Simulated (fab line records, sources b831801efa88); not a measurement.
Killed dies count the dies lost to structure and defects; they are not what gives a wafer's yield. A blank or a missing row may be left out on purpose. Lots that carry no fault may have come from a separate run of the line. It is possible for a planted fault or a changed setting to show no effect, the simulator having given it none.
fab line records | flow sky130
[record] lots = 13 wafers = 36 lastDay = 50
route steps=708 shown GATE_OXIDE@200 POLY_GATE@227 LDD_N@248 LDD_P@262 PAD_OPEN@708
lots untouched by any fault: they come from a run of this same line in which no faults occurred
startH: hours from the record's opening day to when the first of the lot's shown wafers began | waitH: hours elapsed since this lot's preceding step | " identical to the entry in the row above | L1.1+2: one row covering several wafers at once | - either no value or no given start | * or withheld: withheld | < > ~ a bound
route shown NAME@n: names a module that has steps shown in the file, with the first one's number in the route | usual: mean/standard deviation taken from wafers without a fault | same: alike in all rows | chamber/n: place in a boat | sites: the reading at each site | _std_site: the values' standard deviation | _edge_site: inner sites' mean taken away from outer sites' mean | radiusMm: for every site, how far away it sits from the centre of the wafer | mask NAME#n: copy n | behind: the tool/chamber that last shaped the wafer | hold: cause of the lot's hold/its duration in hours/its outcome | device: the n, p or np transistor that did not switch | end of line: tests of these same wafers at the route's end | a step without rows: its recipe alone | killed: dies lost to structure and defects at the first sort, not the wafer's yield | map: a wafer's dies, marking killed ones x, the rest . and places with no die _
set.NAME: the setting that was run; set.NAME@STEP: the one run at that earlier step | model.NAME: the simulator's own value behind a step, which no gauge read
a sample of lots followed through the steps of the route, with each step as a table and each wafer as a row
services: when a tool's chamber went out of use (startH, in hours from the record's first day, below 0 if earlier), for how many hours, and the reason
[[steps]]
[step SKY_GATE_OXIDE_STRIP_13]
[recipe] chemistry = O2/N2 powerW = 1400 pressureMtorr = 1500 platenTempC = withheld o2FlowSccm = 3000 n2FlowSccm = 300 overashFraction = 0.5
[usual] drypumpMotorCurrentA = 5.9/0.41 oesProductAu = 0.716/0.0051 stripTimeToEndpointS = 14.19/0.036
// columns lot.wafer tool chamber startH waitH drypumpMotorCurrentA oesProductAu rfHoursCounterH stripTimeToEndpointS
L541.1 plasmaAsher-02 0 270.74 0.0 6.4 0.714 46 14.20
L541.4 " 0 " " 6.4 0.715 - 14.15
L541.6 " 1 " " 6.3 0.721 - 14.13
L543.2 plasmaAsher-02 0 316.74 0.0 6.4 0.718 51 14.22
L543.3 " 1 " " 6.3 0.720 - 14.19
L543.6 " 1 " " 6.3 0.720 - 14.20
L545.2 plasmaAsher-02 1 347.84 0.0 6.3 0.724 54 14.17
L545.3 " 1 " " 6.3 0.717 - 14.19
L545.6 " 0 " " 6.4 0.700 - 14.17
L544.1 plasmaAsher-01 0 348.04 0.0 5.4 0.712 62 14.24
L544.4 " 1 " " 5.9 0.714 - 14.21
L544.5 " 0 " " 5.4 0.716 - 14.23
L546.1 plasmaAsher-01 1 356.90 0.0 5.8 0.710 63 14.14
L546.5 " 1 " " 5.8 0.715 - 14.14
L546.6 " 0 " " 5.4 0.712 - 14.11
L548.2 plasmaAsher-03 1 375.77 0.0 5.3 0.714 22 14.24
L548.4 " 1 " " 5.3 0.716 - 14.23
L551.1 plasmaAsher-03 1 405.05 0.0 5.3 0.724 25 14.16
L551.3 " 0 " " 5.8 0.724 - 14.16
L552.1 plasmaAsher-02 0 414.09 0.0 6.4 0.708 60 14.17
L552.4 " 0 " " 6.4 0.716 - 14.18
L557.1 plasmaAsher-02 1 466.46 0.0 6.3 0.710 66 14.27
L557.3 " 1 " " 6.3 0.721 - 14.23
L557.6 " 0 " " 6.4 0.713 - 14.22
L558.2 plasmaAsher-01 1 468.49 0.0 6.0 0.704 75 14.12
L558.3 " 0 " " 5.4 0.709 - 14.18
L558.4 " 1 " " 5.9 0.719 - 14.16
L561.1 plasmaAsher-01 1 498.80 0.0 5.9 0.714 78 14.26
L561.4 " 0 " " 5.4 0.724 - 14.24
L561.6 " 0 " " 5.4 0.717 - 14.19
L562.2 plasmaAsher-03 1 514.94 0.0 5.3 0.719 36 14.23
L562.3 " 0 " " 5.8 0.707 - 14.16
L562.6 " 0 " " 5.7 0.720 - 14.14
L563.1 plasmaAsher-02 0 515.24 0.0 6.4 0.717 70 14.18
L563.5 " 1 " " 6.3 0.709 - 14.16
L563.6 " 0 " " 6.4 0.716 - 14.24
[step SKY_POLY_GATE_CD_MEAS_13]
[recipe] targetCdNm = 150
[usual] cdNm = 150.0/1.7
// columns lot.wafer tool chamber startH waitH cdNm
L541.1 cdSem-01 - 333.37 - 153.4
L541.4 " - " " 154.5
L541.6 " - " " 152.4
L543.2 cdSem-01 - 384.44 - 149.6
L543.3 " - " " 149.9
L543.6 " - " " 149.6
L544.1 cdSem-01 - 410.37 - 150.8
L544.4 " - " " 149.2
L544.5 " - " " 151.0
L545.2 cdSem-01 - 411.69 - 148.0
L545.3 " - " " 149.4
L545.6 " - " " 148.7
L546.1 cdSem-02 - 422.57 - 151.1
L546.5 " - " " 152.4
L546.6 " - " " 152.1
L548.2 cdSem-01 - 445.84 - 150.8
L548.4 " - " " 152.1
L551.1 cdSem-02 - 473.17 - 148.1
L551.3 " - " " 148.7
L552.1 cdSem-01 - 479.67 - 149.1
L552.4 " - " " 148.4
L557.1 cdSem-01 - 536.72 - 147.9
L557.3 " - " " 149.1
L557.6 " - " " 147.4
L558.2 cdSem-02 - 537.77 - 150.3
L558.3 " - " " 149.9
L558.4 " - " " 151.1
L561.1 cdSem-01 - 564.67 - 150.7
L561.4 " - " " 150.0
L561.6 " - " " 150.4
L563.1 cdSem-01 - 584.45 - 151.1
L563.5 " - " " 151.9
L563.6 " - " " 152.3
L562.2 cdSem-02 - 584.57 - 149.3
L562.3 " - " " 149.5
L562.6 " - " " 148.2
[step SKY_LDD_N_IMPLANT_11]
[recipe] species = As energyKev = 20 doseCm2 = 7.5e+13 tiltDeg = withheld rotationDeg = 293
[usual] beamOnS = 10.01/0.2 faradayCurrentUA = 422/8.4
// columns lot.wafer tool chamber startH waitH beamOnS faradayCurrentUA
L541.1 implanter-01 0 364.14 0.1 10.04 421
L541.4 " 0 " " 9.89 428
L541.6 " 0 " " 9.90 427
L543.2 implanter-03 0 422.62 0.1 9.85 427
L543.3 " 0 " " 10.10 418
L543.6 " 0 " " 9.90 426
L544.1 implanter-01 0 445.09 0.1 9.88 427
L544.4 " 0 " " 10.01 422
L544.5 " 0 " " 10.10 418
L545.2 implanter-04 0 445.42 0.1 9.98 423
L545.3 " 0 " " 9.91 424
L545.6 " 0 " " 9.95 424
L546.1 implanter-01 0 455.74 0.1 10.22 414
L546.5 " 0 " " 10.25 411
L546.6 " 0 " " 10.07 420
L548.2 implanter-01 0 479.37 0.1 12.03 351
L548.4 " 0 " " 10.01 420
L551.1 implanter-01 0 506.89 0.1 11.84 357
L551.3 " 0 " " 10.33 409
L552.1 implanter-01 0 513.75 0.1 12.09 349
L552.4 " 0 " " 9.74 432
L557.1 implanter-01 0 568.74 0.1 9.90 426
L557.3 " 0 " " 9.71 436
L557.6 " 0 " " 9.64 436
L558.2 implanter-04 0 570.92 0.1 9.99 422
L558.3 " 0 " " 9.86 429
L558.4 " 0 " " 10.18 415
L561.1 implanter-01 0 596.71 0.1 10.15 417
L561.4 " 0 " " 9.77 433
L561.6 " 0 " " 9.82 428
L562.2 implanter-03 0 617.37 0.1 10.00 422
L562.3 " 0 " " 10.29 412
L562.6 " 0 " " 10.00 423
L563.1 implanter-01 0 617.64 0.1 9.93 426
L563.5 " 0 " " 10.02 421
L563.6 " 0 " " 9.85 427
[step SKY_LDD_N_STRIP_16]
[recipe] chemistry = O2/N2 powerW = 1400 pressureMtorr = 1500 platenTempC = withheld o2FlowSccm = 3000 n2FlowSccm = 300 overashFraction = 0.5
[usual] drypumpMotorCurrentA = 5.8/0.51 oesProductAu = 0.407/0.0054 stripTimeToEndpointS = 4.316/0.015
// columns lot.wafer tool chamber startH waitH drypumpMotorCurrentA oesProductAu rfHoursCounterH stripTimeToEndpointS
L541.1 plasmaAsher-02 0 364.89 0.1 6.4 0.402 55 4.299
L541.4 " 0 " " 6.4 0.404 - 4.317
L541.6 " 0 " " 6.4 0.415 - 4.310
L543.2 plasmaAsher-03 0 423.35 0.1 5.8 0.408 27 4.319
L543.3 " 0 " " 5.8 0.407 - 4.305
L543.6 " 0 " " 5.7 0.406 - 4.319
L544.1 plasmaAsher-04 1 445.84 0.1 5.1 0.409 2 4.327
L544.4 " 0 " " 6.3 0.400 - 4.327
L544.5 " 0 " " 6.3 0.411 - 4.340
L545.2 plasmaAsher-03 1 446.14 0.1 5.3 0.415 30 4.316
L545.3 " 0 " " 5.7 0.403 - 4.322
L545.6 " 0 " " 5.7 0.406 - 4.301
L546.1 plasmaAsher-04 1 456.49 0.1 5.0 0.405 3 4.326
L546.5 " 1 " " 5.1 0.409 - 4.324
L546.6 " 0 " " 6.3 0.410 - 4.329
L548.2 plasmaAsher-02 0 480.09 0.1 6.4 0.410 67 4.334
L548.4 " 0 " " 6.4 0.405 - 4.289
L551.1 plasmaAsher-03 1 507.64 0.1 5.3 0.410 35 4.366
L551.3 " 1 " " 5.3 0.399 - 4.328
L552.1 plasmaAsher-02 0 514.50 0.1 6.4 0.404 70 4.362
L552.4 " 1 " " 6.3 0.405 - 4.293
L557.1 plasmaAsher-02 1 569.49 0.1 6.3 0.407 75 4.323
L557.3 " 1 " " 6.3 0.403 - 4.315
L557.6 " 0 " " 6.4 0.419 - 4.307
L558.2 plasmaAsher-04 0 571.65 0.1 6.3 0.415 14 4.323
L558.3 " 0 " " 6.3 0.407 - 4.293
L558.4 " 1 " " 5.1 0.400 - 4.316
L561.1 plasmaAsher-03 1 597.46 0.1 5.3 0.406 44 4.313
L561.4 " 0 " " 5.7 0.406 - 4.325
L561.6 " 1 " " 5.3 0.401 - 4.318
L562.2 plasmaAsher-02 1 618.09 0.1 6.3 0.409 80 4.314
L562.3 " 0 " " 6.4 0.404 - 4.319
L562.6 " 1 " " 6.3 0.402 - 4.312
L563.1 plasmaAsher-04 1 618.39 0.1 5.0 0.406 19 4.326
L563.5 " 0 " " 6.3 0.414 - 4.317
L563.6 " 1 " " 5.1 0.398 - 4.305
[step SKY_LDD_P_CD_MEAS_07]
[recipe] targetCdNm = 380
[usual] cdNm = 380.0/2.8
// columns lot.wafer tool chamber startH waitH cdNm
L541.1 cdSem-01 - 391.95 0.1 380.9
L541.4 " - " " 382.4
L541.6 " - " " 383.7
L543.2 cdSem-02 - 454.38 0.1 380.1
L543.3 " - " " 378.8
L543.6 " - " " 382.3
L544.1 cdSem-02 - 476.35 0.1 382.9
L544.4 " - " " 382.8
L544.5 " - " " 383.1
L545.2 cdSem-01 - 477.33 0.1 379.7
L545.3 " - " " 378.4
L545.6 " - " " 377.5
L546.1 cdSem-02 - 486.75 0.1 378.1
L546.5 " - " " 376.3
L546.6 " - " " 377.7
L548.2 cdSem-01 - 511.67 0.1 383.0
L548.4 " - " " 382.8
L551.1 cdSem-02 - 539.16 0.1 375.0
L551.3 " - " " 378.4
L552.1 cdSem-01 - 545.80 0.1 379.5
L552.4 " - " " 379.6
L557.1 cdSem-01 - 599.15 0.1 377.0
L557.3 " - " " 377.8
L557.6 " - " " 376.8
L558.2 cdSem-01 - 601.98 0.1 383.3
L558.3 " - " " 382.2
L558.4 " - " " 381.9
L561.1 cdSem-02 - 627.45 0.1 376.7
L561.4 " - " " 376.7
L561.6 " - " " 380.8
L562.2 cdSem-02 - 647.42 0.1 378.3
L562.3 " - " " 380.5
L562.6 " - " " 379.6
L563.1 cdSem-02 - 648.09 0.2 379.9
L563.5 " - " " 378.9
L563.6 " - " " 380.3
[step SKY_PAD_OPEN_PROBE_99]
[usual] killed_at_M0_to_M3 = 43/6.6 killed_at_M4_up = 3.2/1.8 killedAtContacts = 24/5 killedAtFrontEnd = 15/4.5 killedAtOther = 0.2/0.46 killedDies = 86/8.8 killedOpen = 48/6.6 killedShort = 38/6.1
[same] grossDies = 492 killedAtBackSide = 0
// columns lot.wafer tool chamber startH waitH killed_at_M0_to_M3 killed_at_M4_up killedAtContacts killedAtFrontEnd killedAtOther killedDies killedOpen killedShort
L548.4 prober-01 - 1128.98 0.2 39 3 15 16 0 73 42 31
L562.2 prober-02 - 1207.77 0.1 48 4 30 15 0 97 53 44
L562.3 prober-02 - 1207.82 0.2 48 6 28 12 0 94 50 44
L562.6 prober-02 - 1207.97 0.2 42 5 18 17 0 82 50 32
L563.1 prober-01 - 1208.83 0.1 27 5 34 16 0 82 39 43
L563.5 prober-01 - 1209.03 0.2 38 2 17 13 0 70 39 31
L563.6 prober-01 - 1209.08 0.2 46 9 22 14 0 91 46 45
// killed by level:class
L548.4 VIA1:geometricParticle:open=10 FIELD_ISO:geometricParticle:open=6 VIA3:geometricParticle:open=4 POLY_GATE:geometricParticle:short=4 LI_CONTACT:geometricParticle:open=4 CONTACT:geometricParticle:open=4 METAL1:geometricParticle:short=4 METAL3:geometricParticle:short=4
L562.2 VIA3:geometricParticle:open=10 VIA1:geometricParticle:open=10 LOCAL_INTERCONNECT:geometricParticle:short=8 LI_CONTACT:geometricParticle:open=8 METAL2:geometricParticle:short=6 CONTACT:geometricParticle:short=6 VIA2:geometricParticle:open=6 CONTACT:geometricParticle:open=5
L562.3 VIA3:geometricParticle:open=9 VIA1:geometricParticle:open=9 VIA2:geometricParticle:open=9 LI_CONTACT:geometricParticle:open=8 CONTACT:geometricParticle:open=8 METAL4:geometricParticle:short=6 FIELD_ISO:geometricParticle:short=5 LOCAL_INTERCONNECT:geometricParticle:short=5
L562.6 VIA1:geometricParticle:open=12 FIELD_ISO:geometricParticle:open=9 VIA2:geometricParticle:open=7 CONTACT:geometricParticle:open=6 VIA3:geometricParticle:open=6 LI_CONTACT:geometricParticle:open=5 METAL4:geometricParticle:short=5 POLY_GATE:geometricParticle:short=4
L563.1 CONTACT:geometricParticle:open=12 LOCAL_INTERCONNECT:geometricParticle:short=7 VIA1:geometricParticle:open=6 VIA1:geometricParticle:short=6 LI_CONTACT:geometricParticle:open=6 CONTACT:geometricParticle:short=6 FIELD_ISO:geometricParticle:open=5 METAL4:geometricParticle:short=5
L563.5 VIA1:geometricParticle:open=7 VIA2:geometricParticle:open=7 CONTACT:geometricParticle:open=6 METAL1:geometricParticle:short=5 VIA3:geometricParticle:open=5 FIELD_ISO:geometricParticle:open=4 LI_CONTACT:geometricParticle:open=4 CONTACT:geometricParticle:short=4
L563.6 VIA1:geometricParticle:open=12 CONTACT:geometricParticle:open=11 VIA3:geometricParticle:open=10 METAL1:geometricParticle:short=9 METAL4:geometricParticle:short=7 POLY_GATE:geometricParticle:short=6 CONTACT:geometricParticle:short=5 VIA3:geometricParticle:short=5
[[services]]
// columns tool chamber startH hours kind
implanter-01 - 259.20 3.9 repair
implanter-01 - 262.04 2.0 repair
plasmaAsher-04 - 279.86 3.0 repair
implanter-03 - 310.79 2.1 repair
implanter-04 - 313.80 5.4 repair
plasmaAsher-03 - 340.07 28.1 pm
plasmaAsher-02 - 351.22 9.2 repair
implanter-03 - 351.38 20.0 pm
implanter-04 - 373.83 1.7 repair
plasmaAsher-03 - 403.30 1.7 repair
plasmaAsher-04 - 421.25 9.0 pm
implanter-04 - 436.73 3.9 repair
plasmaAsher-02 - 442.98 0.7 repair
implanter-03 - 451.11 7.9 repair
plasmaAsher-03 - 453.29 5.7 repair
plasmaAsher-04 - 473.47 1.1 repair
plasmaAsher-02 - 504.87 1.4 repair
plasmaAsher-03 - 508.74 1.7 repair
implanter-01 - 519.13 2.4 pm
implanter-01 - 545.21 2.6 repair
implanter-01 - 547.42 1.2 repair
plasmaAsher-02 - 554.88 2.8 pm
implanter-01 - 580.25 1.2 repair
plasmaAsher-03 - 593.80 0.9 repair
[[key]]
[firstSign] step = SKY_LDD_N_IMPLANT_11 reading = beamOnS direction = up sigmas = 9.8 usual = 10.01 struck = 11.98
[effect] step = SKY_LDD_N_IMPLANT_11 reading = faradayCurrentUA direction = down sigmas = 8.3 usual = 422 struck = 352
[effect] step = SKY_LDD_N_STRIP_16 reading = stripTimeToEndpointS direction = up sigmas = 2.6 usual = * struck = *
metAt SKY_LDD_N_IMPLANT_11
struckLots L548,L551,L552
struckWafers L548.2,L551.1,L552.1
testerLeftOut L548,L551,L552
notActingAt SKY_GATE_OXIDE_STRIP_13,SKY_POLY_GATE_CD_MEAS_13,SKY_LDD_P_CD_MEAS_07
onsetBetween 455.74 479.37
[fault] kind = processParameterDrift tool = implanter-01 chamber = - onsetH = 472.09 steps = SKY_LDD_N_IMPLANT_11 channel = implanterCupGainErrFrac offset = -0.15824 shape = step endH = 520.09 scope = struckWafersOnly
// testerLeftOut: of these lots the tester's yield and bins aren't shown, on N5 and GAA mostly nor the transistor test; their killed dies are dies lost to structure and defects alone, not to doping, threshold or leakage, so they don't give the yield
